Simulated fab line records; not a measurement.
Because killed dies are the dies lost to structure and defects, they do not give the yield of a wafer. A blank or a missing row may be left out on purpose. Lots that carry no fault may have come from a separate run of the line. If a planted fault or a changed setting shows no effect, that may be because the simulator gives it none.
A lot that was struck, set against a sound lot + flow sky130 + 18 steps out of a route of 708
Sound: the wafers L417.1, L417.2, L417.6. Struck: wafer L430.1 (L430.2, L430.4, from the same lot, were not struck and are left out); the cause is given at the end.
Each step with rows lists, per side, the tool, then ch with its chambers, then its first start. Under that, the readings that differ: sound wafers + struck wafers + difference of the means + sigmas: that difference in standard deviations of wafers without a fault.
alike: a reading whose means differ by less than 2 such deviations, as well as words and numbers matching on both sides. not compared: withheld readings; readings where some wafer has no value; bounds like >300 that might hide an equal value; numbers whose values overlap and for which the record gives no deviation.
A row with sigmas, a row that says differs or no value, or rows on one side alone: a step with any of these is where the two part. Numbers that don't overlap but have no deviation are shown without sigmas and don't part them. Lack of a reading on every wafer of one side parts them only where that side has two or more wafers.

first, 3 steps without rows for these wafers: SKY_LI_CONTACT_EXPOSE_09 (exposes mask LICM1, target cd 170 nm); SKY_LI_CONTACT_PEB_10; SKY_LI_CONTACT_DEVELOP_11 (develop time 60 s).
SKY_LI_CONTACT_CD_MEAS_12 targets a cd of 170 nm.
  sound on cd-sem-02, day 29 18:13; struck on cd-sem-01, day 33 21:19
  alike: cd-nm
SKY_LI_CONTACT_OVL_MEAS_13:
  sound on overlay-02, day 29 18:20; struck on overlay-01, day 33 21:26
  alike: LI_CONTACT_OVL
then, 1 step without rows for these wafers: SKY_LI_CONTACT_ETCH_14 (etches BARC in N2/H2, stops on SiO2, time 45.9 s, target depth 60 nm).
SKY_LI_CONTACT_ETCH_15: etches PSG in C4F8/O2/Ar, stops on Si, target depth 600 nm.
  sound on rie-diel-01 ch 2,3, day 29 18:25; struck on rie-diel-02 ch 3, day 33 21:31
  alike: oes-product-au
SKY_LI_CONTACT_STRIP_16: strips in O2/N2.
  sound on plasma-asher-02 ch 0,1, day 29 18:31; struck on plasma-asher-04 ch 0, day 33 21:37
  alike: drypump-motor-current-A, oes-product-au, strip-time-to-endpoint-s
  not compared: rf-hours-counter-h
then, 2 steps without rows for these wafers: SKY_LI_CONTACT_CLEAN_17 (cleans in NMP, time 600 s); SKY_LI_CONTACT_PRE_CLEAN_18 (time 5.6 s).
SKY_LI_CONTACT_SPUTTER_19: material Ti, target thk 20 nm, time 106.37 s.
  sound on pvd-sputter-02, day 29 18:48; struck on pvd-sputter-01, day 33 21:54
  alike: substrate-temp-c, throttle-valve-pct
SKY_LI_CONTACT_SPUTTER_20: material TiN, target thk 20 nm, time 80 s.
  sound on pvd-sputter-02, day 29 18:53; struck on pvd-sputter-01, day 33 21:59
  alike: throttle-valve-pct
SKY_LI_CONTACT_CVD_21: deposits W, target thk 400 nm, time 120.56 s.
  sound on cvd-w-01 ch 0,1, day 29 18:56; struck on cvd-w-01 ch 0, day 33 22:02
| reading                                  | sound             | struck | difference | sigmas |
|------------------------------------------|-------------------|--------|------------|--------|
| model.W_of_LI_CONTACT_CVD_21.thk-nm (nm) | 388.3 404.2 388.3 | 256.1  | -137.5     |        |
  alike: heater-power-w
SKY_LI_CONTACT_RS_MEAS_22: measurement is done with a four-point probe.
  sound on film-metro-03, day 29 19:04; struck on film-metro-04, day 33 22:10
| reading                  | sound             | struck | difference | sigmas |
|--------------------------|-------------------|--------|------------|--------|
| LI_CONTACT_W_RS (ohm/sq) | 0.294 0.282 0.294 | 0.445  | +0.155     | +27    |
SKY_LI_CONTACT_THK_MEAS_23: measures by xrf.
  sound on film-metro-03, day 29 19:11; struck on film-metro-04, day 33 22:17
| reading               | sound       | struck | difference | sigmas |
|-----------------------|-------------|--------|------------|--------|
| LI_CONTACT_W_THK (nm) | 388 402 386 | 260    | -132       | -14    |
SKY_LI_CONTACT_CMP_24: polishes, stops on PSG, t overpolish 20 s, target thk 0 nm.
  sound on cmp-01 ch 0,2,3, day 29 19:18; struck on cmp-01 ch 2, day 33 22:20
| reading                | sound     | struck | difference | sigmas |
|------------------------|-----------|--------|------------|--------|
| time-to-endpoint-s (s) | 89 104 97 | 60     | -37        | -7     |
  alike: motor-current-A, platen-rpm
SKY_LOCAL_INTERCONNECT_SPUTTER_00: material TiN, target thk 100 nm, time 83.3 s.
  sound on pvd-sputter-03, day 29 19:33; struck on pvd-sputter-04, day 33 22:38
  alike: substrate-temp-c, throttle-valve-pct
-- record jumps: 15 days separate the struck wafers' starts on either side; left off in module LOCAL_INTERCONNECT, taken up again in module PAD_OPEN, whose first shown step is the route's number 708 --
SKY_PAD_OPEN_PROBE_99:
  rows exist in the record for the struck wafers here (prober-02, day 49 09:10), but not for the sound ones

WHERE THEY PART
At SKY_LI_CONTACT_RS_MEAS_22 first; at SKY_PAD_OPEN_PROBE_99 last (within this record only).

WHY: what the simulator had put in
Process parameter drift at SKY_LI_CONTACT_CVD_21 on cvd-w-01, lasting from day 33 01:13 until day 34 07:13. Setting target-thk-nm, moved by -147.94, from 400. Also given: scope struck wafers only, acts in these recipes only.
